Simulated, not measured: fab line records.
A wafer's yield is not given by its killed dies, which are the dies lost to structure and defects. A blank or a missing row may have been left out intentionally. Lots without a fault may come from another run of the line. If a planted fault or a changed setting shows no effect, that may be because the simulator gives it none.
fab line records + flow sky130
[record]
- lots = 11
- wafers = 33
- last_day = 50
route steps=708 shown CONTACT@422 METAL1@435 PAD_OPEN@708
lots that met no fault: taken from a fault-free run of the same line
start_h: start of the lot's first displayed wafer, in hours after the record's first day + wait_h: hours from the lot's prior step to this one + " unchanged from the row above + L1.1+2: a single row standing in for several wafers + - value missing, or start not given + * or withheld: withheld + < > ~ a bound
route shown NAME@n: NAME is a module with steps in the file, n the number in the route of the first one + usual: mean/standard deviation taken from wafers without a fault + same: alike in all rows + chamber/n: place in a boat + sites: per-site readings + _std_site: how widely they spread, as a standard deviation + _edge_site: inner sites' mean taken away from outer sites' mean + radius_mm: for every site, how far away it sits from the centre of the wafer + mask NAME#n: copy n + behind: the tool/chamber that last shaped the wafer + hold: why the lot went on hold/how many hours it stayed there/how the hold came to an end + device: transistor that didn't switch, given as n, p or np + end of line: at the end of the route, the tests of the same wafers + where a step has no rows: the recipe by itself + killed: dies lost to structure and defects at the first sort, not the wafer's yield + map: per-die view of a wafer (x killed, . not killed, _ where there is no die)
set.NAME: the setting the step ran with; set.NAME@STEP: the setting that earlier step ran with + model.NAME: the simulator's own value behind a step, which no gauge read
steps of the route over a sample of lots; a table a step, a row a wafer
services: when a tool's chamber went out of use (start_h, in hours from the record's first day, below 0 if earlier), for how many hours, and the reason
[[steps]]
[step SKY_CONTACT_ETCH_16]
[recipe]
- chemistry = N2/H2
- target = BARC
- ion_energy_ev = 200
- source_w = 500
- bias_w = 100
- pressure_mtorr = 30
- n2_flow_sccm = 100
- h2_flow_sccm = 200
- stop_on = SiO2
- time_s = 45.9
- target_depth_a = 600
[usual]
- chamber_pressure_mTorr = 30.003/0.026
- drypump_motor_current_A = 5.8/0.52
- oes_product_au = 0.855/0.0047
- throttle_valve_pct = 13.225/0.0093
| lot.wafer | tool        | chamber | start_h | wait_h | chamber_pressure_mTorr | drypump_motor_current_A | oes_product_au | rf_hours_counter_h | throttle_valve_pct |
|-----------|-------------|---------|---------|--------|------------------------|-------------------------|----------------|--------------------|--------------------|
| L302.2    | rie_diel-02 | 1       | 749.45  | 0.0    | 30.008                 | 6.1                     | 0.856          | 39                 | 13.230             |
| L302.4    | "           | 3       | "       | "      | 29.999                 | 6.5                     | 0.858          | 4                  | 13.235             |
| L302.6    | "           | 0       | "       | "      | 29.999                 | 5.7                     | 0.859          | -                  | 13.228             |
| L306.1    | rie_diel-03 | 2       | 775.10  | 0.0    | 29.978                 | 5.3                     | 0.864          | 1                  | 13.212             |
| L306.5    | "           | 3       | "       | "      | 30.010                 | 6.2                     | 0.850          | -                  | 13.241             |
| L306.6    | "           | 0       | "       | "      | 30.008                 | 5.7                     | 0.857          | -                  | 13.235             |
| L308.1    | rie_diel-03 | 3       | 783.90  | 0.0    | 29.995                 | 6.2                     | 0.853          | 7                  | 13.221             |
| L308.4    | "           | 1       | "       | "      | 29.940                 | 4.9                     | 0.853          | 10                 | 13.222             |
| L308.6    | "           | 0       | "       | "      | 29.958                 | 5.7                     | 0.859          | -                  | 13.234             |
| L307.2    | rie_diel-01 | 2       | 785.66  | 0.0    | 30.005                 | 6.5                     | 0.859          | 15                 | 13.214             |
| L307.3    | "           | 0       | "       | "      | 30.024                 | 5.8                     | 0.849          | 17                 | 13.210             |
| L307.5    | "           | 2       | "       | "      | 30.025                 | 6.5                     | 0.860          | -                  | 13.226             |
| L311.4    | rie_diel-02 | 3       | 807.80  | 0.0    | 29.976                 | 6.5                     | 0.865          | 6                  | 13.220             |
| L311.5    | "           | 2       | "       | "      | 29.993                 | 6.2                     | 0.851          | -                  | 13.225             |
| L311.6    | "           | 3       | "       | "      | 29.987                 | 6.4                     | 0.852          | -                  | 13.223             |
| L313.1    | rie_diel-02 | 2       | 821.60  | 0.0    | 29.983                 | 6.2                     | 0.854          | 15                 | 13.213             |
| L313.4    | "           | 1       | "       | "      | 29.939                 | 6.1                     | 0.859          | 0                  | 13.231             |
| L313.5    | "           | 3       | "       | "      | 30.011                 | 6.4                     | 0.851          | -                  | 13.235             |
| L315.1    | rie_diel-01 | 1       | 829.09  | 0.0    | 30.016                 | 5.1                     | 0.859          | 18                 | 13.231             |
| L315.2    | "           | 2       | "       | "      | 29.978                 | 6.5                     | 0.854          | 17                 | 13.234             |
| L315.4    | "           | 3       | "       | "      | 29.970                 | 5.3                     | 0.856          | 30                 | 13.219             |
| L322.1    | rie_diel-02 | 0       | 882.20  | 0.0    | 30.010                 | 5.7                     | 0.848          | 11                 | 13.225             |
| L322.4    | "           | 1       | "       | "      | 29.997                 | 6.1                     | 0.853          | 2                  | 13.222             |
| L322.5    | "           | 3       | "       | "      | 29.991                 | 6.4                     | 0.854          | -                  | 13.222             |
| L323.1    | rie_diel-03 | 1       | 898.65  | 0.0    | 30.023                 | 4.9                     | 0.852          | 14                 | 13.209             |
| L323.5    | "           | 2       | "       | "      | 30.000                 | 5.3                     | 0.849          | -                  | 13.245             |
| L323.6    | "           | 1       | "       | "      | 30.055                 | 5.0                     | 0.851          | -                  | 13.208             |
| L324.2    | rie_diel-02 | 0       | 900.24  | 0.0    | 29.945                 | 5.7                     | 0.851          | 11                 | 13.204             |
| L324.3    | "           | 2       | "       | "      | 29.960                 | 6.2                     | 0.846          | 18                 | 13.231             |
| L324.6    | "           | 1       | "       | "      | 30.008                 | 6.2                     | 0.859          | -                  | 13.222             |
| L325.1    | rie_diel-03 | 0       | 902.26  | 0.0    | 29.990                 | 5.7                     | 0.857          | 1                  | 13.237             |
| L325.4    | "           | 1       | "       | "      | 29.967                 | 5.0                     | 0.868          | 14                 | 13.223             |
| L325.6    | "           | 1       | "       | "      | 30.056                 | 4.9                     | 0.857          | -                  | 13.207             |
[step SKY_CONTACT_ETCH_18]
[recipe]
- target = Si3N4
- chemistry = CHF3/O2
- stop_on = TiN
- source_w = 600
- bias_w = 200
- pressure_mtorr = 40
- chf3_flow_sccm = 50
- O2_flow_sccm = 5
- time_s = 39
- target_depth_a = 750
[usual]
- chamber_pressure_mTorr = 40.00/0.036
- drypump_motor_current_A = 5.8/0.53
- oes_product_au = 0.858/0.0078
- throttle_valve_pct = 8.796/0.0093
| lot.wafer | tool        | chamber | start_h | wait_h | chamber_pressure_mTorr | drypump_motor_current_A | oes_product_au | rf_hours_counter_h | throttle_valve_pct |
|-----------|-------------|---------|---------|--------|------------------------|-------------------------|----------------|--------------------|--------------------|
| L302.2    | rie_diel-02 | 1       | -       | -      | 40.03                  | 6.1                     | 0.843          | 39                 | 8.795              |
| L302.4    | "           | 3       | "       | "      | 40.00                  | 6.4                     | 0.855          | 4                  | 8.802              |
| L302.6    | "           | 0       | "       | "      | 40.02                  | 5.7                     | 0.864          | -                  | 8.791              |
| L306.1    | rie_diel-03 | 2       | -       | -      | 39.96                  | 5.3                     | 0.849          | 2                  | 8.815              |
| L306.5    | "           | 3       | "       | "      | 39.94                  | 6.2                     | 0.870          | -                  | 8.804              |
| L306.6    | "           | 0       | "       | "      | 39.93                  | 5.7                     | 0.865          | -                  | 8.798              |
| L308.1    | rie_diel-03 | 3       | -       | -      | 40.06                  | 6.2                     | 0.862          | 7                  | 8.803              |
| L308.4    | "           | 1       | "       | "      | 40.01                  | 4.9                     | 0.873          | 10                 | 8.811              |
| L308.6    | "           | 0       | "       | "      | 39.99                  | 5.7                     | 0.869          | -                  | 8.815              |
| L307.2    | rie_diel-01 | 2       | -       | -      | 40.08                  | 6.5                     | 0.848          | 15                 | 8.795              |
| L307.3    | "           | 0       | "       | "      | 39.94                  | 5.8                     | 0.851          | 17                 | 8.793              |
| L307.5    | "           | 2       | "       | "      | 40.02                  | 6.5                     | 0.863          | -                  | 8.807              |
| L311.4    | rie_diel-02 | 3       | -       | -      | 40.03                  | 6.4                     | 0.872          | 6                  | 8.798              |
| L311.5    | "           | 2       | "       | "      | 40.01                  | 6.2                     | 0.865          | -                  | 8.814              |
| L311.6    | "           | 3       | "       | "      | 39.97                  | 6.4                     | 0.870          | -                  | 8.799              |
| L313.1    | rie_diel-02 | 2       | -       | -      | 39.98                  | 6.2                     | 0.847          | 16                 | 8.800              |
| L313.4    | "           | 1       | "       | "      | 39.98                  | 6.1                     | 0.862          | 0                  | 8.787              |
| L313.5    | "           | 3       | "       | "      | 40.03                  | 6.4                     | 0.860          | -                  | 8.780              |
| L315.1    | rie_diel-01 | 1       | -       | -      | 40.06                  | 5.0                     | 0.862          | 18                 | 8.791              |
| L315.2    | "           | 2       | "       | "      | 39.94                  | 6.5                     | 0.845          | 17                 | 8.801              |
| L315.4    | "           | 3       | "       | "      | 39.95                  | 5.3                     | 0.856          | 30                 | 8.806              |
| L322.1    | rie_diel-02 | 0       | -       | -      | 39.97                  | 5.7                     | 0.856          | 11                 | 8.787              |
| L322.4    | "           | 1       | "       | "      | 40.00                  | 6.1                     | 0.856          | 2                  | 8.790              |
| L322.5    | "           | 3       | "       | "      | 39.95                  | 6.4                     | 0.860          | -                  | 8.794              |
| L323.1    | rie_diel-03 | 1       | -       | -      | 40.04                  | 4.9                     | 0.869          | 14                 | 8.785              |
| L323.5    | "           | 2       | "       | "      | 39.97                  | 5.3                     | 0.866          | -                  | 8.801              |
| L323.6    | "           | 1       | "       | "      | 39.97                  | 4.9                     | 0.872          | -                  | 8.814              |
| L324.2    | rie_diel-02 | 0       | -       | -      | 39.92                  | 5.7                     | 0.860          | 11                 | 8.792              |
| L324.3    | "           | 2       | "       | "      | 40.07                  | 6.2                     | 0.861          | 18                 | 8.791              |
| L324.6    | "           | 1       | "       | "      | 39.95                  | 6.1                     | 0.841          | -                  | 8.794              |
| L325.1    | rie_diel-03 | 0       | -       | -      | 39.99                  | 5.7                     | 0.859          | 1                  | 8.802              |
| L325.4    | "           | 1       | "       | "      | 40.01                  | 4.9                     | 0.871          | 14                 | 8.822              |
| L325.6    | "           | 1       | "       | "      | 40.03                  | 4.9                     | 0.862          | -                  | 8.802              |
[step SKY_METAL1_SPUTTER_01]
[recipe]
- material = TiN
- target_thk_nm = 20
- power_w = 6500
- time_s = 16.7
- chamber_pressure_pa = 0.4
[usual]
- cathode_dc_power_W = 6500.2/1.3
- throttle_valve_pct = 29.8/1.2
| lot.wafer | tool           | chamber | start_h | wait_h | cathode_dc_power_W | throttle_valve_pct |
|-----------|----------------|---------|---------|--------|--------------------|--------------------|
| L302.2    | pvd_sputter-04 | -       | 751.08  | 0.0    | 6499.8             | 30.7               |
| L302.4    | "              | -       | "       | "      | 6499.5             | 31.1               |
| L302.6    | "              | -       | "       | "      | 6500.6             | 31.1               |
| L306.1    | pvd_sputter-01 | -       | 776.53  | 0.0    | 6500.5             | 30.2               |
| L306.5    | "              | -       | "       | "      | 6502.9             | 30.0               |
| L306.6    | "              | -       | "       | "      | 6500.9             | 30.4               |
| L308.1    | pvd_sputter-01 | -       | 785.33  | 0.0    | 6500.2             | 30.6               |
| L308.4    | "              | -       | "       | "      | 6497.6             | 29.9               |
| L308.6    | "              | -       | "       | "      | 6499.1             | 30.9               |
| L307.2    | pvd_sputter-04 | -       | 787.07  | 0.0    | 6501.5             | 28.0               |
| L307.3    | "              | -       | "       | "      | 6503.0             | 31.1               |
| L307.5    | "              | -       | "       | "      | 6499.9             | 28.0               |
| L311.4    | pvd_sputter-04 | -       | 809.21  | 0.0    | 6499.7             | 28.0               |
| L311.5    | "              | -       | "       | "      | 6501.7             | 30.8               |
| L311.6    | "              | -       | "       | "      | 6500.7             | 31.0               |
| L313.1    | pvd_sputter-01 | -       | 823.01  | 0.0    | 6500.5             | 30.0               |
| L313.4    | "              | -       | "       | "      | 6501.9             | 30.4               |
| L313.5    | "              | -       | "       | "      | 6500.6             | 30.4               |
| L315.1    | pvd_sputter-01 | -       | 830.48  | 0.0    | 6499.9             | 30.7               |
| L315.2    | "              | -       | "       | "      | 6501.2             | 31.3               |
| L315.4    | "              | -       | "       | "      | 6498.9             | 30.6               |
| L322.1    | pvd_sputter-04 | -       | 883.60  | 0.0    | 6496.6             | 30.9               |
| L322.4    | "              | -       | "       | "      | 8400.3             | 30.1               |
| L322.5    | "              | -       | "       | "      | 6499.2             | 30.7               |
| L323.1    | pvd_sputter-04 | -       | 900.05  | 0.0    | 6500.8             | 31.2               |
| L323.5    | "              | -       | "       | "      | 6499.3             | 28.0               |
| L323.6    | "              | -       | "       | "      | 8399.8             | 30.1               |
| L324.2    | pvd_sputter-01 | -       | 901.64  | 0.0    | 6498.0             | 31.3               |
| L324.3    | "              | -       | "       | "      | 6500.8             | 30.1               |
| L324.6    | "              | -       | "       | "      | 6501.7             | 31.2               |
| L325.1    | pvd_sputter-03 | -       | 903.66  | 0.0    | 6501.4             | 29.7               |
| L325.4    | "              | -       | "       | "      | 6500.8             | 30.2               |
| L325.6    | "              | -       | "       | "      | 6499.5             | 27.3               |
[step SKY_METAL1_METAL_ETCH_19]
[recipe]
- target_depth_a = 3600
- stop_on = SiO2
- over_etch_frac = 0.3
- time_s = 78
- chemistry = Cl2/BCl3
- resist_sidewall_deg = 88
- pressure_mtorr = 10
- icp_w = 900
- bias_w = 48.5
- Cl2_flow_sccm = 60
- bcl3_flow_sccm = 30
[usual]
- chamber_pressure_mTorr = 10.000/0.0091
- drypump_motor_current_A = 5.74/0.13
- oes_product_au = 0.854/0.0064
- throttle_valve_pct = 22.264/0.0093
| lot.wafer | tool         | chamber | start_h | wait_h | chamber_pressure_mTorr | drypump_motor_current_A | oes_product_au | rf_hours_counter_h | throttle_valve_pct |
|-----------|--------------|---------|---------|--------|------------------------|-------------------------|----------------|--------------------|--------------------|
| L302.2    | rie_metal-01 | 1       | 778.07  | 0.1    | 9.998                  | 5.91                    | 0.851          | -                  | 22.270             |
| L302.4    | "            | 1       | "       | "      | 10.002                 | 5.90                    | 0.840          | -                  | 22.260             |
| L302.6    | "            | 1       | "       | "      | 9.996                  | 5.91                    | 0.844          | -                  | 22.259             |
| L306.1    | rie_metal-04 | 0       | 803.90  | 0.0    | 10.027                 | 5.72                    | 0.849          | 9                  | 22.277             |
| L306.5    | "            | 1       | "       | "      | 10.007                 | 5.51                    | 0.856          | -                  | 22.272             |
| L306.6    | "            | 0       | "       | "      | 9.990                  | 5.70                    | 0.853          | -                  | 22.264             |
| L308.1    | rie_metal-04 | 0       | 812.78  | 0.0    | 10.009                 | 5.71                    | 0.848          | 9                  | 22.263             |
| L308.4    | "            | 0       | "       | "      | 9.999                  | 5.69                    | 0.851          | -                  | 22.266             |
| L308.6    | "            | 1       | "       | "      | 10.013                 | 5.52                    | 0.850          | -                  | 22.262             |
| L307.2    | rie_metal-01 | 0       | 814.43  | 0.0    | 10.013                 | 5.70                    | 0.858          | 1                  | 22.248             |
| L307.3    | "            | 0       | "       | "      | 10.002                 | 5.70                    | 0.840          | -                  | 22.258             |
| L307.5    | "            | 0       | "       | "      | 9.982                  | 5.72                    | 0.858          | -                  | 22.269             |
| L311.4    | rie_metal-01 | 1       | 836.31  | 0.1    | 9.991                  | 5.92                    | 0.859          | -                  | 22.267             |
| L311.5    | "            | 1       | "       | "      | 10.005                 | 5.92                    | 0.851          | -                  | 22.253             |
| L311.6    | "            | 0       | "       | "      | 10.001                 | 5.72                    | 0.864          | -                  | 22.285             |
| L313.1    | rie_metal-04 | 0       | 848.88  | 0.0    | 10.009                 | 5.72                    | 0.847          | 10                 | 22.254             |
| L313.4    | "            | 0       | "       | "      | 10.016                 | 5.73                    | 0.853          | -                  | 22.260             |
| L313.5    | "            | 0       | "       | "      | 10.007                 | 5.72                    | 0.854          | -                  | 22.255             |
| L315.1    | rie_metal-04 | 0       | 856.15  | 0.0    | 10.004                 | 5.71                    | 0.857          | 10                 | 22.259             |
| L315.2    | "            | 1       | "       | "      | 10.004                 | 5.49                    | 0.841          | 12                 | 22.271             |
| L315.4    | "            | 0       | "       | "      | 9.997                  | 5.71                    | 0.851          | -                  | 22.262             |
| L322.1    | rie_metal-03 | 0       | 909.98  | 0.0    | 10.016                 | 5.69                    | 0.843          | 10                 | 22.264             |
| L322.4    | "            | 0       | "       | "      | 9.981                  | 5.66                    | 0.857          | -                  | 22.271             |
| L322.5    | "            | 0       | "       | "      | 10.008                 | 5.65                    | 0.847          | -                  | 22.261             |
| L323.1    | rie_metal-01 | 0       | 924.75  | 0.0    | 9.987                  | 5.71                    | 0.844          | 5                  | 22.271             |
| L323.5    | "            | 1       | "       | "      | 9.993                  | 5.91                    | 0.857          | -                  | 22.270             |
| L323.6    | "            | 0       | "       | "      | 9.989                  | 5.71                    | 0.856          | -                  | 22.272             |
| L324.2    | rie_metal-01 | 1       | 927.17  | 0.0    | 10.003                 | 5.93                    | 0.854          | 16                 | 22.269             |
| L324.3    | "            | 1       | "       | "      | 10.001                 | 5.92                    | 0.856          | -                  | 22.270             |
| L324.6    | "            | 0       | "       | "      | 10.002                 | 5.71                    | 0.853          | -                  | 22.266             |
| L325.1    | rie_metal-04 | 0       | 928.38  | 0.0    | 10.001                 | 5.71                    | 0.859          | 14                 | 22.274             |
| L325.4    | "            | 1       | "       | "      | 10.023                 | 5.53                    | 0.858          | -                  | 22.259             |
| L325.6    | "            | 0       | "       | "      | 9.996                  | 5.70                    | 0.855          | -                  | 22.266             |
[step SKY_PAD_OPEN_PROBE_99]
[usual]
- defect_limited_yield = 82.4/1.9
- killed_at_M0_to_M3 = 43/6.5
- killed_at_M4_up = 3.3/2
- killed_at_contacts = 24/5.2
- killed_at_front_end = 16/4.2
- killed_at_other = 0.3/0.6
- killed_dies = 87/9.3
- killed_open = 47/7.8
- killed_short = 39/6.2
- sort_bin_3_pad_short = 0.9/0.42
- sort_bin_5_function = 10.5/1.4
- sort_bin_6_memory = 6.3/0.97
- sort_n_pass = 405/9.3
- sort_yield_pct = 82.4/1.9
[same]
- gross_dies = 492
- killed_at_back_side = 0
- sort_bin_4_leakage[%] = 0
- sort_bin_8_speed[%] = 0
| lot.wafer | tool      | chamber | start_h | wait_h | defect_limited_yield[%] | killed_at_M0_to_M3 | killed_at_M4_up | killed_at_contacts | killed_at_front_end | killed_at_other | killed_dies | killed_open | killed_short | sort_bin_3_pad_short[%] | sort_bin_5_function[%] | sort_bin_6_memory[%] | sort_n_pass | sort_yield_pct[%] |
|-----------|-----------|---------|---------|--------|-------------------------|--------------------|-----------------|--------------------|---------------------|-----------------|-------------|-------------|--------------|-------------------------|------------------------|----------------------|-------------|-------------------|
| L308.1    | prober-02 | -       | 1111.55 | 0.1    | 81.5                    | 37                 | 3               | 29                 | 21                  | 1               | 91          | 55          | 36           | 0.8                     | 11.6                   | 6.1                  | 401         | 81.5              |
| L308.4    | prober-02 | -       | 1111.70 | 0.2    | 82.5                    | 34                 | 2               | 23                 | 26                  | 1               | 86          | 39          | 47           | 0.4                     | 11.2                   | 5.9                  | 406         | 82.5              |
| L308.6    | prober-02 | -       | 1111.80 | 0.2    | 83.3                    | 35                 | 4               | 27                 | 16                  | 0               | 82          | 47          | 35           | 0                       | 10.8                   | 5.9                  | 410         | 83.3              |
// killed by level:class
L308.1 VIA2:geometric_particle:open=9 POLY_GATE:geometric_particle:open=8 LI_CONTACT:geometric_particle:open=8 CONTACT:geometric_particle:open=8 VIA1:geometric_particle:open=8 LI_CONTACT:geometric_particle:short=5 LOCAL_INTERCONNECT:geometric_particle:short=5 METAL2:geometric_particle:short=5
L308.4 FIELD_ISO:geometric_particle:open=7 FIELD_ISO:geometric_particle:short=7 LOCAL_INTERCONNECT:geometric_particle:short=7 METAL2:geometric_particle:short=7 CONTACT:geometric_particle:short=6 CONTACT:geometric_particle:open=6 VIA3:geometric_particle:open=6 VIA2:geometric_particle:open=5
L308.6 VIA2:geometric_particle:open=11 CONTACT:geometric_particle:open=9 FIELD_ISO:geometric_particle:short=6 LI_CONTACT:geometric_particle:open=6 VIA1:geometric_particle:open=6 LOCAL_INTERCONNECT:geometric_particle:short=5 CONTACT:geometric_particle:short=5 VIA3:geometric_particle:open=5
[[services]]
| tool           | chamber | start_h | hours | kind           |
|----------------|---------|---------|-------|----------------|
| pvd_sputter-03 | -       | 732.99  | 1.2   | repair         |
| pvd_sputter-01 | -       | 734.27  | 2.1   | repair         |
| rie_metal-01   | 0       | 745.94  | -     | clean          |
| rie_metal-01   | 0       | 745.94  | 32.0  | scheduled_down |
| rie_metal-01   | 1       | 763.96  | 13.1  | repair         |
| rie_diel-02    | 1       | 779.99  | -     | clean          |
| rie_diel-02    | 1       | 779.99  | 21.1  | scheduled_down |
| rie_diel-02    | 1       | 779.99  | 21.1  | vent_cycle     |
| pvd_sputter-01 | -       | 781.32  | 3.5   | repair         |
| rie_diel-01    | -       | 784.26  | 1.2   | repair         |
| pvd_sputter-03 | -       | 784.83  | 2.7   | repair         |
| rie_metal-01   | -       | 791.61  | 1.4   | pm             |
| rie_diel-02    | -       | 809.82  | 0.6   | repair         |
| pvd_sputter-04 | -       | 811.55  | 4.1   | repair         |
| pvd_sputter-01 | -       | 818.41  | 4.4   | repair         |
| rie_diel-01    | 0       | 831.55  | 8.3   | repair         |
| rie_diel-01    | 1       | 847.92  | 3.4   | repair         |
| rie_diel-03    | 0       | 861.89  | -     | clean          |
| rie_diel-03    | 0       | 861.89  | 24.7  | scheduled_down |
| rie_diel-03    | 0       | 861.89  | 24.7  | vent_cycle     |
| pvd_sputter-01 | -       | 896.56  | 1.6   | repair         |
| pvd_sputter-01 | -       | 913.08  | 15.4  | repair         |
| pvd_sputter-03 | -       | 918.28  | 13.5  | repair         |
| rie_diel-02    | 3       | 921.14  | 5.9   | repair         |
[[key]]
[first_sign]
- step = SKY_METAL1_SPUTTER_01
- reading = cathode_dc_power_W
- direction = up
- sigmas = 99+
- usual = 6500.2
- struck = 8400.1
effect none on later readings
met_at SKY_METAL1_SPUTTER_01
struck_lots L322,L323
struck_wafers L322.4,L323.6
not_acting_at SKY_CONTACT_ETCH_16,SKY_CONTACT_ETCH_18,SKY_METAL1_METAL_ETCH_19
[fault]
- kind = process_parameter_drift
- tool = pvd_sputter-04
- chamber = -
- onset_h = 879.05
- steps = SKY_METAL1_SPUTTER_01
- channel = power_w
- offset = *
- shape = step
- end_h = 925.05
- acts_in = *
- stated = *
- scope = struck_wafers_only
